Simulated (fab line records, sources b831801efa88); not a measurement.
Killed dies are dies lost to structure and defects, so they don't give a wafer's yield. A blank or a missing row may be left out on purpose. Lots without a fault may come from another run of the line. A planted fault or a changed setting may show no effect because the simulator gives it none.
Which tool did it? | flow gf180mcu | 14 lots, 42 wafers sampled, at 4 steps of a route of 602

WHAT THE GAUGES READ, wafer by wafer
GF_MVSD_OVL_MEAS_07. Usual: MVSD_OVL -0.6 nm, standard deviation 1.1.
lot  | measured     | on         | MVSD_OVL (nm)  | flag
L957 | day 4 16:05  | overlay-02 | 0.1 1.1 0.0    |
L958 | day 4 21:55  | overlay-02 | -1.3 -3.9 -1.1 |
L960 | day 5 09:10  | overlay-01 | -1.4 0.2 -0.5  |
L962 | day 6 00:59  | overlay-02 | 0.0 -0.1 0.3   |
L963 | day 6 04:07  | overlay-02 | 0.0 -0.9 -1.2  |
L965 | day 6 16:03  | overlay-01 | -1.0 -0.8 -2.8 |
L966 | day 6 21:25  | overlay-01 | 0.5 0.3 0.3    |
L967 | day 7 04:12  | overlay-01 | -1.8 -1.0 -1.1 |
L969 | day 7 12:40  | overlay-02 | 1.3 0.4 1.6    |
L975 | day 9 01:01  | overlay-01 | - - -          | OFF
L976 | day 9 04:58  | overlay-01 | - - -          | OFF
L977 | day 9 17:35  | overlay-01 | -0.2 -1.9 -0.9 |
L978 | day 9 19:18  | overlay-02 | -1.4 -2.2 -2.6 |
L979 | day 10 01:50 | overlay-01 | -0.9 -1.1 -0.5 |

GF_VT_IMPLANT_RS_MEAS_47: measures by four-point-probe. Usual: NWELL_RS 487.6 ohm/sq, standard deviation 1.1.
lot  | measured     | on            | NWELL_RS (ohm/sq) | flag
L957 | day 7 19:43  | film_metro-02 | 486.5 487.6 488.3 |
L958 | day 8 03:37  | film_metro-02 | 488.4 487.8 488.0 |
L960 | day 8 15:25  | film_metro-03 | 488.5 488.3 489.2 |
L962 | day 9 10:25  | film_metro-04 | 486.6 487.7 488.2 |
L963 | day 9 12:55  | film_metro-04 | 487.0 486.0 487.0 |
L965 | day 10 02:56 | film_metro-02 | 488.8 488.9 488.0 |
L966 | day 10 09:10 | film_metro-04 | 486.5 487.7 487.5 |
L967 | day 10 16:29 | film_metro-04 | 485.6 485.2 485.3 |
L969 | day 11 04:45 | film_metro-03 | 485.0 486.1 486.6 |
L975 | day 12 20:38 | film_metro-02 | 486.7 487.1 487.7 |
L976 | day 13 02:34 | film_metro-04 | 489.3 487.1 487.9 |
L977 | day 13 16:28 | film_metro-02 | 485.1 486.4 485.8 |
L978 | day 13 17:47 | film_metro-03 | 488.3 488.9 489.0 |
L979 | day 14 01:15 | film_metro-02 | 487.2 488.5 488.5 |

GF_CONTACT_BOW_MEAS_05. Usual: CONTACT_BOW 66 um, standard deviation 7.8.
lot  | measured     | on            | CONTACT_BOW (um) | flag
L957 | day 15 07:38 | film_metro-04 | 74 53 49         |
L958 | day 15 21:28 | film_metro-04 | 52 63 65         |
L960 | day 16 18:24 | film_metro-03 | 48 61 64         |
L962 | day 17 19:55 | film_metro-04 | 51 66 70         |
L963 | day 17 18:28 | film_metro-03 | 69 61 62         |
L965 | day 18 11:46 | film_metro-03 | 51 68 76         |
L966 | day 18 23:18 | film_metro-02 | 81 69 66         |
L967 | day 19 06:25 | film_metro-02 | 76 68 68         |
L969 | day 20 02:54 | film_metro-02 | 53 84 55         |
L975 | day 21 21:25 | film_metro-02 | 68 55 68         |
L976 | day 22 07:30 | film_metro-04 | 72 70 72         |
L977 | day 22 19:19 | film_metro-03 | 66 64 70         |
L978 | day 23 01:31 | film_metro-04 | 60 67 61         |
L979 | day 23 06:54 | film_metro-03 | 60 64 61         |

WHICH TOOL RAN EACH LOT (tool, then ch and the chambers of the sampled wafers, then the start)
lot  | GF_MVSD_DEVELOP_06
L957 | litho_track-02 ch 0, day 4 15:00
L958 | litho_track-03 ch 0, day 4 21:00
L960 | litho_track-03 ch 0, day 5 09:00
L962 | litho_track-04 ch 0, day 6 00:00
L963 | litho_track-03 ch 0, day 6 03:00
L965 | litho_track-02 ch 0, day 6 15:00
L966 | litho_track-03 ch 0, day 6 21:00
L967 | litho_track-02 ch 0, day 7 04:00
L969 | litho_track-04 ch 0, day 7 12:00
L975 | litho_track-03 ch 0, day 9 00:00
L976 | litho_track-03 ch 0, day 9 04:00
L977 | litho_track-02 ch 0, day 9 17:00
L978 | litho_track-04 ch 0, day 9 19:00
L979 | litho_track-04 ch 0, day 10 01:00
- GF_MVSD_DEVELOP_06: develop time 60 s.

WHAT THE TOOLS THEMSELVES READ (means of the sampled wafers that have a number; where no wafer has one, the mark that the record gives instead)
The record holds no such reading with a usual standard deviation.

THE ANSWER, worked out from the rows above alone
Rule: a lot is off if the mean of its wafers that have a number lies more than 3 standard deviations from the usual mean. A lot without any number at a reading at which 4 lots or more have one is off too. The other lots that the step has rows for count as sound. The gauges are gone through in route order, then the tools' own readings, and for those a lot's mean is taken as printed above. The first step at which some lot is off is used, and at that step the reading that is off furthest; a lot without a number counts as furthest.
Off: L975, L976, at GF_MVSD_OVL_MEAS_07 (MVSD_OVL). Without a number there: L975, L976.
A tool fits if, at a process step before that reading, it ran every lot that is off, and no sound lot after the first of them. The gauges at GF_MVSD_OVL_MEAS_07 are tried like those tools. One fits: litho_track-03 at GF_MVSD_DEVELOP_06. Its last sound lot is L966 (day 6 21:00), its first lot that is off L975 (day 9 00:00): a fault that began between those two fits.

WHAT THE SIMULATOR HAD PUT IN
Process parameter drift: litho_track-03, from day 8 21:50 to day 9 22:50, at GF_MVSD_DEVELOP_06. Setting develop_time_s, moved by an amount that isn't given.
Lots struck among those shown: L975, L976. The rule above found the same.
